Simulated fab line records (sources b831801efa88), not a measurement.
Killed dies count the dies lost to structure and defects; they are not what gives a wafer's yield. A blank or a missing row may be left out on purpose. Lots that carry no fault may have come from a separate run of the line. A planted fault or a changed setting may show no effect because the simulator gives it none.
Which of the tools did it? | flow gf180mcu | 39 wafers from 13 lots sampled at 5 of the route's 602 steps

## WHAT EACH GAUGE READ, for each wafer
GF_HV_LDD_CD_MEAS_31: target cd 400 nm.
lot  | measured     | on        | cd nm (nm)
L464 | day 12 09:47 | cd sem-02 | 400.3 398.8 401.2
L465 | day 12 15:55 | cd sem-01 | 398.4 400.8 397.5
L467 | day 13 08:42 | cd sem-02 | 400.3 399.7 400.6
L468 | day 13 18:31 | cd sem-02 | 400.5 400.5 401.9
L469 | day 14 02:55 | cd sem-01 | 402.0 401.8 404.0
L470 | day 14 10:43 | cd sem-02 | 401.1 402.3 401.3
L472 | day 14 23:33 | cd sem-01 | 399.1 400.3 398.9
L473 | day 15 12:22 | cd sem-01 | 398.4 399.9 399.9
L477 | day 17 01:36 | cd sem-01 | 399.0 399.1 398.8
L478 | day 17 03:55 | cd sem-01 | 405.5 403.5 404.9
L479 | day 17 08:20 | cd sem-01 | 386.3 385.4 383.0
L480 | day 17 11:43 | cd sem-01 | 387.3 384.7 387.3
L483 | day 19 04:41 | cd sem-01 | 397.3 400.0 398.6

GF_SAB_THK_MEAS_01.
lot  | measured     | on            | SAB_CVD_00_THK (nm)
L464 | day 15 05:01 | film metro-03 | 49.3 49.8 50.9
L465 | day 15 12:13 | film metro-03 | 49.2 49.7 50.7
L467 | day 16 05:34 | film metro-01 | 49.6 50.0 49.6
L468 | day 16 17:11 | film metro-03 | 49.7 49.0 50.5
L469 | day 17 02:04 | film metro-02 | 48.8 49.0 49.8
L470 | day 17 10:22 | film metro-02 | 50.2 49.3 49.4
L472 | day 18 00:49 | film metro-02 | 49.5 49.5 49.7
L473 | day 18 14:58 | film metro-03 | 50.4 51.2 51.0
L477 | day 20 08:08 | film metro-03 | 49.3 50.0 50.3
L478 | day 20 10:35 | film metro-01 | 50.0 50.3 51.2
L479 | day 20 13:50 | film metro-02 | 49.7 50.2 50.1
L480 | day 20 17:34 | film metro-02 | 50.7 51.8 51.4
L483 | day 22 10:55 | film metro-02 | 49.7 49.8 50.2

GF_M1_RS_MEAS_05: the measuring method here is four-point-probe.
lot  | measured     | on            | M1_ALCU_RS (ohm/sq)
L464 | day 17 04:32 | film metro-03 | 0.0691 0.0688 0.0689
L465 | day 17 11:22 | film metro-04 | 0.0705 0.0708 0.0710
L467 | day 18 06:44 | film metro-03 | 0.0705 0.0700 0.0695
L468 | day 18 19:44 | film metro-03 | 0.0704 0.0706 0.0698
L469 | day 19 04:56 | film metro-01 | 0.0701 0.0703 0.0693
L470 | day 19 13:38 | film metro-03 | 0.0697 0.0705 0.0701
L472 | day 20 04:01 | film metro-04 | 0.0695 0.0696 0.0692
L473 | day 20 18:22 | film metro-04 | 0.0690 0.0684 0.0678
L477 | day 22 11:41 | film metro-03 | 0.0685 0.0697 0.0690
L478 | day 22 13:57 | film metro-03 | 0.0693 0.0697 0.0693
L479 | day 22 16:43 | film metro-04 | 0.0698 0.0700 0.0696
L480 | day 22 20:23 | film metro-01 | 0.0692 0.0682 0.0682
L483 | day 24 11:50 | film metro-03 | 0.0688 0.0693 0.0695

## EACH LOT AND THE TOOL THAT RAN IT (in order: tool; ch and the chambers of the sampled wafers; start)
lot  | GF_HV_LDD_EXPOSE_28                 | GF_PSD_RTA_13
L464 | iline stepper-02 ch 0, day 12 00:13 | rtp anneal-01 ch 0, day 15 04:41
L465 | iline stepper-01 ch 0, day 12 06:29 | rtp anneal-01 ch 0, day 15 11:52
L467 | iline stepper-02 ch 0, day 12 23:20 | rtp anneal-02 ch 0, day 16 05:13
L468 | iline stepper-02 ch 0, day 13 08:55 | rtp anneal-02 ch 0, day 16 16:46
L469 | iline stepper-01 ch 0, day 13 16:38 | rtp anneal-02 ch 0, day 17 01:44
L470 | iline stepper-02 ch 0, day 14 00:41 | rtp anneal-01 ch 0, day 17 10:01
L472 | iline stepper-02 ch 0, day 14 13:41 | rtp anneal-02 ch 0, day 18 00:25
L473 | iline stepper-01 ch 0, day 15 01:55 | rtp anneal-02 ch 0, day 18 14:37
L477 | iline stepper-01 ch 0, day 16 14:40 | rtp anneal-01 ch 0, day 20 07:47
L478 | iline stepper-01 ch 0, day 16 16:18 | rtp anneal-01 ch 0, day 20 10:14
L479 | iline stepper-01 ch 0, day 16 20:37 | rtp anneal-02 ch 0, day 20 13:29
L480 | iline stepper-01 ch 0, day 17 00:22 | rtp anneal-01 ch 0, day 20 17:14
L483 | iline stepper-02 ch 0, day 18 16:15 | rtp anneal-01 ch 0, day 22 10:35
- GF_HV_LDD_EXPOSE_28: exposes mask Nplus HV AREA, target cd 400 nm.
- GF_PSD_RTA_13: time 20 s.

## AS READ BY THE TOOLS THEMSELVES (means over the sampled wafers that have a number; for cases with no such wafer, the mark the record gives instead)
GF_HV_LDD_EXPOSE_28.
lot  | tool             | exposure dose mJ cm2
L464 | iline stepper-02 | 139.95
L465 | iline stepper-01 | 140.00
L467 | iline stepper-02 | 139.80
L468 | iline stepper-02 | 140.01
L469 | iline stepper-01 | 139.93
L470 | iline stepper-02 | 139.93
L472 | iline stepper-02 | 139.98
L473 | iline stepper-01 | 140.07
L477 | iline stepper-01 | 140.12
L478 | iline stepper-01 | 139.97
L479 | iline stepper-01 | 132.89
L480 | iline stepper-01 | 133.01
L483 | iline stepper-02 | 140.00

GF_PSD_RTA_13.
lot  | tool          | chamber o2 ppm | lamp power pct (%) | wafer_temp_C_max
L464 | rtp anneal-01 | 2.001          | 31.4               | 1029.5
L465 | rtp anneal-01 | 1.967          | 31.4               | 1028.7
L467 | rtp anneal-02 | 2.010          | 35.1               | 1027.5
L468 | rtp anneal-02 | 2.012          | 35.1               | 1027.8
L469 | rtp anneal-02 | 2.008          | 35.1               | 1027.5
L470 | rtp anneal-01 | 2.002          | 31.4               | 1028.9
L472 | rtp anneal-02 | 2.022          | 35.1               | 1027.4
L473 | rtp anneal-02 | 2.009          | 35.1               | 1027.0
L477 | rtp anneal-01 | 2.002          | 31.4               | 1028.5
L478 | rtp anneal-01 | 1.999          | 31.4               | 1028.8
L479 | rtp anneal-02 | 1.984          | 35.1               | 1027.6
L480 | rtp anneal-01 | 1.987          | 31.4               | 1029.6
L483 | rtp anneal-01 | 1.983          | 31.4               | 1028.6

## THE ANSWER, worked out from the rows above alone
Rule: usual is defined by the lots themselves. Put in order of their means at a reading, lots are off if they are a third of the lots or fewer, leave a main group of 4 or more, and stand apart from it by a gap of 3 or more times the standard deviation of the main group's means; of several such gaps the widest counts. A main group whose means are all the same, to the digits that the tables above print for the reading, isn't used. Also off: a lot with no number at a reading for which 4 or more lots have one. Where the step has rows for the other lots, those lots are counted as sound. Order of review: gauges by route order, followed by the tools' own readings, for which a lot's mean as printed above is used. The first step at which some lot is off is used, and at that step the reading that is off furthest; a lot without a number counts as furthest.
Off at GF_HV_LDD_CD_MEAS_31 (cd nm): L479, L480. Main group: mean 400.5 nm, sd 1.8.
If a tool, at a process step before that reading, ran all the lots that are off and no sound lot after the first of them, it fits. Not tried: the gauges at GF_HV_LDD_CD_MEAS_31; whatever is off there is also off at GF_HV_LDD_EXPOSE_28, on other tools, and gauge error can't account for it. One fits: iline stepper-01 at GF_HV_LDD_EXPOSE_28. A fault onset in the window from L478 (day 16 16:18, its last sound lot) to L479 (day 16 20:37, its first lot off) fits.
The tool's own readings at GF_HV_LDD_EXPOSE_28 bear it out: on the lots that are off they differ by more than 5 times the standard deviation of the sound lots' means. exposure dose mJ cm2 reads 132.95 there against 139.98 on the sound lots.

## WHAT THE SIMULATOR PUT IN
Drift in process parameters on iline stepper-01 at GF_HV_LDD_EXPOSE_28, starting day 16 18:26. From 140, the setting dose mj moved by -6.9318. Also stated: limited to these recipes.
Lots struck among those shown: L479, L480. The same result came from the rule above.
